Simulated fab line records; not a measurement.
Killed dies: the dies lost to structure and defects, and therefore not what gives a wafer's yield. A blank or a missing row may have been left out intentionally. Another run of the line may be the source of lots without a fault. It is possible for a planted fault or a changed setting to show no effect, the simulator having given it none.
Problem report in the 8D (eight disciplines) form, filled by code + flow gf180mcu + the parts of the form that need people (team, actions taken, sign-off) are left out

## 1. PROBLEM STATEMENT
bias_w at GF_TOP_METAL_METAL_ETCH_16 reads a mean of 151.1 W on 3 wafers of 3 lots; wafers without a fault read 140.0 W with a standard deviation of 0.42. That is +26 standard deviations from the usual mean.
The step: etches the open film in Cl2/BCl3, stops on SiO2, target depth 1077.5 nm, time 179.6 s.
First observed at day 30 19:35: wafer L968.3, on rie_metal-03. The record has a number at this step for 39 wafers belonging to 13 lots. By rule, "out" or "out of limits" means more than 4 standard deviations away from the usual mean. All remaining wafers that have a number are taken as sound.

## 2. WHAT IT IS; WHAT IT IS NOT
| question                    | is                     | is not                                                                                                         |
|-----------------------------|------------------------|----------------------------------------------------------------------------------------------------------------|
| which readings at this step | bias_w                 | drypump_motor_current_A, mfc_cl2_sccm, oes_product_au                                                          |
| which lots                  | L968, L970, L973       | L961, L962, L963, L964, L969, L975, L976, L978, L979, L980                                                     |
| which wafers of those lots  | L968.3, L970.1, L973.4 | L968.4, L968.5, L970.2, L970.4, L973.3, L973.5                                                                 |
| read on which tools         | rie_metal-03           | rie_metal-01, rie_metal-04                                                                                     |
| when                        | from day 30 19:35      | up to then (14 sound wafers); but 22 sound wafers of L969, L970, L973, L975, L976, L978, L979, L980 came after |

## 3. THE SUSPECTS, EACH WITH WHAT RULES IT OUT
Counting: if a tool at a process step up to the reading ran every lot that is out, it stays a suspect. Sound lots after the first of them don't rule it out here, since some wafers of a struck lot are sound.
- rie_metal-03 at GF_TOP_METAL_METAL_ETCH_16 (etches the open film in Cl2/BCl3, stops on SiO2, target depth 1077.5 nm, time 179.6 s): kept. It processed each lot that is out (first: L968, day 30 19:35); up to then, its last sound lot is L963 (day 29 06:47). Its own readings are out on those wafers: bias_w.
- Within rie_metal-03 at GF_TOP_METAL_METAL_ETCH_16, the wafers that are out were processed in chamber 0 and their sound lot-mates in chamber 1.
Remaining after the count: rie_metal-03 at GF_TOP_METAL_METAL_ETCH_16.

## 4. THE CAUSE (what the simulator had put in)
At GF_TOP_METAL_METAL_ETCH_16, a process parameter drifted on rie_metal-03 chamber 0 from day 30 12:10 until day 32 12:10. From 140, the setting bias_w moved by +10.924. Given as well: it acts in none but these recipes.
After counting, this tool was the only one left.

## 5. THE EFFECT CHAIN, in route order
Each row: a reading whose mean over the struck wafers that have a number lies more than 3 standard deviations from the usual. Readings are gone through only where the record gives a usual standard deviation; hours: the median, over the lots, of the time from a lot's start at the first step in this table giving one to that lot's start at this step; sigmas: the change measured in usual standard deviations.
| hours | step                       | reading | usual   | on struck wafers | change | sigmas |
|-------|----------------------------|---------|---------|------------------|--------|--------|
| 0     | GF_TOP_METAL_METAL_ETCH_16 | bias_w  | 140.0 W | 151.1            | +11.1  | +26    |
Here are the process steps it includes:
- GF_TOP_METAL_METAL_ETCH_16: etches the open film in Cl2/BCl3, stops on SiO2, target depth 1077.5 nm, time 179.6 s.

## 6. HOW IT WOULD HAVE BEEN CAUGHT EARLIER
The fault began at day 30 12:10; the first out-of-limits reading in this record came at day 30 19:35, 7 hours later.
